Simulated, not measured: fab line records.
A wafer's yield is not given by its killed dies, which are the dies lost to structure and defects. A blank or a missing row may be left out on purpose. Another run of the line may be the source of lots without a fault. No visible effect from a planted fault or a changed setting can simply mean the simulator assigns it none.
What tool caused it? ; flow gf180mcu ; Sampling: 12 lots, 36 wafers, 5 of 602 route steps

## WHAT EACH GAUGE READ, for each wafer
GF_V4_THK_MEAS_01.
lot;measured;on;V4_CVD_00_THK (nm)
L075;day 26 04:53;film-metro-04;609 601 607
L077;day 26 19:05;film-metro-02;594 596 593
L079;day 27 15:27;film-metro-04;600 603 599
L081;day 27 23:44;film-metro-03;611 606 602
L083;day 28 10:29;film-metro-02;607 616 591
L085;day 28 23:41;film-metro-02;591 612 605
L087;day 29 15:54;film-metro-04;613 596 613
L089;day 29 23:57;film-metro-04;585 601 611
L092;day 31 03:13;film-metro-04;588 600 604
L094;day 31 09:29;film-metro-03;593 599 587
L096;day 32 01:15;film-metro-02;598 607 589
L091;day 32 02:31;film-metro-04;606 611 594

## TOOL THAT RAN EACH LOT (tool first, then ch and the chambers of the sampled wafers, then the start)
lot;GF_M3_SPUTTER_01;GF_M3_METAL_ETCH_16;GF_M4_SPUTTER_00;GF_M4_SPUTTER_01
L075;pvd-sputter-02, day 23 00:47;rie-metal-03 ch 0,1, day 24 01:16;pvd-sputter-04, day 25 04:28;pvd-sputter-04, day 25 04:34
L077;pvd-sputter-01, day 23 17:30;rie-metal-04 ch 0,1, day 24 17:28;pvd-sputter-04, day 25 19:20;pvd-sputter-04, day 25 19:26
L079;pvd-sputter-02, day 24 16:24;rie-metal-02 ch 0,1, day 25 15:43;pvd-sputter-01, day 26 16:55;pvd-sputter-01, day 26 17:01
L081;pvd-sputter-01, day 25 00:25;rie-metal-03 ch 0,1, day 25 23:25;pvd-sputter-03, day 27 00:48;pvd-sputter-03, day 27 00:54
L083;pvd-sputter-04, day 25 12:49;rie-metal-04 ch 0,1, day 26 11:34;pvd-sputter-03, day 27 12:23;pvd-sputter-03, day 27 12:29
L085;pvd-sputter-04, day 26 02:25;rie-metal-04 ch 0,1, day 27 01:22;pvd-sputter-03, day 28 01:59;pvd-sputter-03, day 28 02:05
L087;pvd-sputter-02, day 26 19:32;rie-metal-02 ch 0,1, day 27 17:29;pvd-sputter-04, day 28 18:04;pvd-sputter-04, day 28 18:10
L089;pvd-sputter-02, day 27 04:55;rie-metal-04 ch 0,1, day 28 02:46;pvd-sputter-03, day 29 02:04;pvd-sputter-03, day 29 02:10
L092;pvd-sputter-04, day 28 09:25;rie-metal-04 ch 0,1, day 29 06:32;pvd-sputter-01, day 30 06:07;pvd-sputter-01, day 30 06:13
L094;pvd-sputter-01, day 28 17:06;rie-metal-03 ch 0,1, day 29 13:49;pvd-sputter-04, day 30 12:37;pvd-sputter-04, day 30 12:43
L096;pvd-sputter-01, day 29 06:32;rie-metal-04 ch 0,1, day 30 03:04;pvd-sputter-03, day 31 05:22;pvd-sputter-03, day 31 05:28
L091;pvd-sputter-02, day 29 12:55;rie-metal-02 ch 0,1, day 30 09:01;pvd-sputter-03, day 31 06:38;pvd-sputter-03, day 31 06:44
- GF_M3_SPUTTER_01: material TiN, target thk 30 nm, time 25 s.
- GF_M3_METAL_ETCH_16: etches the open film in Cl2/BCl3, stops on SiO2, target depth 627.5 nm, time 104.6 s.
- GF_M4_SPUTTER_00: material Ti, target thk 37.5 nm, time 150 s.
- GF_M4_SPUTTER_01: material TiN, target thk 30 nm, time 25 s.

## THE ANSWER, worked out from the rows above alone
Rule: what is usual is taken from the lots themselves. The widest of any qualifying gaps counts: lots, ordered by their means at a reading, are off when they make up no more than a third of the lots, leave a main group of 4 or more, and stand apart from it by 3 or more times the standard deviation of that group's means. The tables above print the reading to a certain number of digits; a main group whose means all agree to those digits is not used. A lot without any number at a reading at which 4 lots or more have one is off too. Any other lot the step has rows for is counted as sound.
Nothing can be told from this: no lot is off at any reading shown.

## WHAT THE SIMULATOR HAD PUT IN
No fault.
